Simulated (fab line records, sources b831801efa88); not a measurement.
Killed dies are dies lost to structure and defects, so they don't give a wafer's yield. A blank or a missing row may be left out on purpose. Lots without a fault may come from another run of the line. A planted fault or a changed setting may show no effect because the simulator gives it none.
Tool commonality check | flow sky130 | 12 lots, 36 wafers sampled

WHY IT WAS OPENED
At SKY_GATE_OXIDE_THK_MEAS_02 the reading GATE_OXIDE_OXIDATION_00_THK is flagged on 2 of 12 lots. Wafers without a fault read 10.32 nm, standard deviation 0.2.
Rule: a lot is flagged when every wafer of it that has a number lies more than 4 standard deviations from that mean, or none has a number. The other lots count as sound.

lot  | measured     | on            | GATE_OXIDE_OXIDATION_00_THK (nm), wafer by wafer | flag
L675 | day 13 06:18 | film_metro-03 | 10.09 9.88 9.94                                  |
L676 | day 13 11:55 | film_metro-02 | 9.95 10.08 9.99                                  |
L678 | day 14 04:53 | film_metro-02 | 9.93 10.05 10.17                                 |
L679 | day 14 14:10 | film_metro-02 | 10.21 10.21 10.34                                |
L680 | day 15 02:28 | film_metro-02 | 10.27 10.38 10.24                                |
L681 | day 15 11:47 | film_metro-04 | 10.38 10.25 10.34                                |
L682 | day 15 14:41 | film_metro-02 | 10.36 10.17 10.35                                |
L684 | day 16 10:41 | film_metro-02 | 10.61 10.39 10.56                                |
L685 | day 16 13:39 | film_metro-03 | 10.14 10.04 10.19                                |
L694 | day 19 18:50 | film_metro-02 | 8.97 8.96 9.08                                   | FLAGGED
L695 | day 20 00:38 | film_metro-03 | 9.33 9.20 9.09                                   | FLAGGED
L697 | day 20 18:06 | film_metro-03 | 10.57 10.38 10.28                                |
The numbers of the flagged lots are 9.11 nm on average: -1.21 nm against the usual, or -6 standard deviations.

WHICH TOOL RAN EACH LOT
The record holds 1 process step before the reading, out of a route of 708 steps. In each cell: the tool, then ch and the chambers that the sampled wafers went through, then the start.
lot  | flag    | SKY_GATE_OXIDE_OXIDATION_01
L675 |         | furnace-02 ch 0, day 13 04:53
L676 |         | furnace-02 ch 0, day 13 10:28
L678 |         | furnace-02 ch 0, day 14 03:27
L679 |         | furnace-01 ch 0, day 14 12:45
L680 |         | furnace-02 ch 0, day 15 01:03
L681 |         | furnace-01 ch 0, day 15 10:22
L682 |         | furnace-01 ch 0, day 15 13:16
L684 |         | furnace-01 ch 0, day 16 09:17
L685 |         | furnace-01 ch 0, day 16 12:14
L694 | FLAGGED | furnace-01 ch 0, day 19 17:25
L695 | FLAGGED | furnace-01 ch 0, day 19 23:13
L697 |         | furnace-02 ch 0, day 20 16:41
What these steps do:
- SKY_GATE_OXIDE_OXIDATION_01: stabilise 600 s, purge 300 s, target thk 10.268 nm.
- SKY_GATE_OXIDE_THK_MEAS_02

FLAGGED OVER TOTAL, TOOL BY TOOL (the gauges that took the reading come last)
step                        | tool          | lots run | flagged | share of the flagged lots | sound lots run after its first flagged lot
SKY_GATE_OXIDE_OXIDATION_01 | furnace-01    | 7        | 2       | all                       | 0
SKY_GATE_OXIDE_OXIDATION_01 | furnace-02    | 5        | 0       | none                      | -
SKY_GATE_OXIDE_THK_MEAS_02  | film_metro-02 | 7        | 1       | some                      | 0
SKY_GATE_OXIDE_THK_MEAS_02  | film_metro-03 | 4        | 1       | some                      | 1 (L697)
SKY_GATE_OXIDE_THK_MEAS_02  | film_metro-04 | 1        | 0       | none                      | -

WHAT THE TABLE ALLOWS
1 row of the table ran every flagged lot: furnace-01 at SKY_GATE_OXIDE_OXIDATION_01.
- furnace-01 at SKY_GATE_OXIDE_OXIDATION_01: 2 of its 7 lots flagged. Its last sound lot is L685 (day 16 12:14), its first flagged lot L694 (day 19 17:25): a fault that began between those two fits. Its own readings lie more than 4 standard deviations out on every wafer of the flagged lots: spike_tc_bottom_C, spike_tc_centre_C, spike_tc_lower_C, spike_tc_top_C, spike_tc_upper_C.
One tool is left: furnace-01 at SKY_GATE_OXIDE_OXIDATION_01.

WHAT THE SIMULATOR HAD PUT IN
Process parameter drift: furnace-01, from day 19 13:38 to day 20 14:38, at SKY_GATE_OXIDE_OXIDATION_01. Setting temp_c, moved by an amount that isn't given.
Lots struck among those shown: L694, L695. The rule above found the same.
